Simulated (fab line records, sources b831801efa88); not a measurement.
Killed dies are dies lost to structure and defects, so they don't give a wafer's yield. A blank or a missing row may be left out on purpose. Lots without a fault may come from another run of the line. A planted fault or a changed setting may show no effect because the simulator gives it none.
Which tool did it? | flow sky130 | 11 lots, 33 wafers sampled, at 2 steps of a route of 708

WHAT THE GAUGES READ, wafer by wafer
SKY_CAPM_RS_MEAS_03: measures by four-point-probe. Usual: CAPM_TIN_RS 6.72 ohm/sq, standard deviation 0.075.
lot  | measured     | on            | CAPM_TIN_RS (ohm/sq) | flag
L751 | day 36 17:08 | film_metro-03 | 6.71 6.70 6.74       |
L752 | day 37 01:01 | film_metro-02 | 6.74 6.70 6.74       |
L753 | day 37 04:29 | film_metro-02 | 6.77 6.74 6.73       |
L757 | day 38 12:55 | film_metro-04 | 6.69 6.74 6.74       |
L758 | day 39 06:58 | film_metro-03 | 6.70 6.76 6.74       |
L759 | day 39 15:46 | film_metro-03 | 6.72 6.78 6.75       |
L765 | day 41 02:01 | film_metro-02 | 6.81 6.68 6.77       |
L769 | day 42 02:23 | film_metro-04 | 6.74 6.69 6.70       |
L768 | day 42 04:19 | film_metro-02 | 6.82 6.76 6.84       |
L770 | day 42 11:05 | film_metro-04 | 6.93 6.91 6.91       |
L772 | day 42 20:08 | film_metro-03 | 6.61 6.69 6.66       |

SKY_VIA3_RS_MEAS_22: measures by four-point-probe. Usual: VIA3_W_RS 0.2943 ohm/sq, standard deviation 0.0028.
lot  | measured     | on            | VIA3_W_RS (ohm/sq)   | flag
L751 | day 40 00:56 | film_metro-01 | 0.2916 0.2926 0.2938 |
L752 | day 40 08:17 | film_metro-03 | 0.2947 0.2978 0.2992 |
L753 | day 40 11:38 | film_metro-02 | 0.2971 0.2980 0.2974 |
L757 | day 41 16:55 | film_metro-03 | 0.2916 0.2916 0.2939 |
L758 | day 42 11:39 | film_metro-03 | 0.2949 0.2976 0.2970 |
L759 | day 42 19:14 | film_metro-03 | 0.2932 0.2961 0.2918 |
L765 | day 44 03:52 | film_metro-02 | 0.2917 0.2930 0.2933 |
L769 | day 45 03:32 | film_metro-01 | 0.2967 0.2930 0.2945 |
L768 | day 45 05:40 | film_metro-01 | 0.2933 0.2949 0.2916 |
L770 | day 45 11:08 | film_metro-03 | 0.2936 0.2912 0.2932 |
L772 | day 45 19:29 | film_metro-01 | 0.2920 0.2965 0.2978 |

WHICH TOOL RAN EACH LOT (tool, then ch and the chambers of the sampled wafers, then the start)
The record holds no process step before these readings.

WHAT THE TOOLS THEMSELVES READ (means of the sampled wafers that have a number; where no wafer has one, the mark that the record gives instead)
The record holds no such reading with a usual standard deviation.

THE ANSWER, worked out from the rows above alone
Rule: a lot is off if the mean of its wafers that have a number lies more than 3 standard deviations from the usual mean. A lot without any number at a reading at which 4 lots or more have one is off too. The other lots that the step has rows for count as sound. The gauges are gone through in route order, then the tools' own readings, and for those a lot's mean is taken as printed above. The first step at which some lot is off is used, and at that step the reading that is off furthest; a lot without a number counts as furthest.
No lot is off at any reading shown: from this, nothing can be told.

WHAT THE SIMULATOR HAD PUT IN
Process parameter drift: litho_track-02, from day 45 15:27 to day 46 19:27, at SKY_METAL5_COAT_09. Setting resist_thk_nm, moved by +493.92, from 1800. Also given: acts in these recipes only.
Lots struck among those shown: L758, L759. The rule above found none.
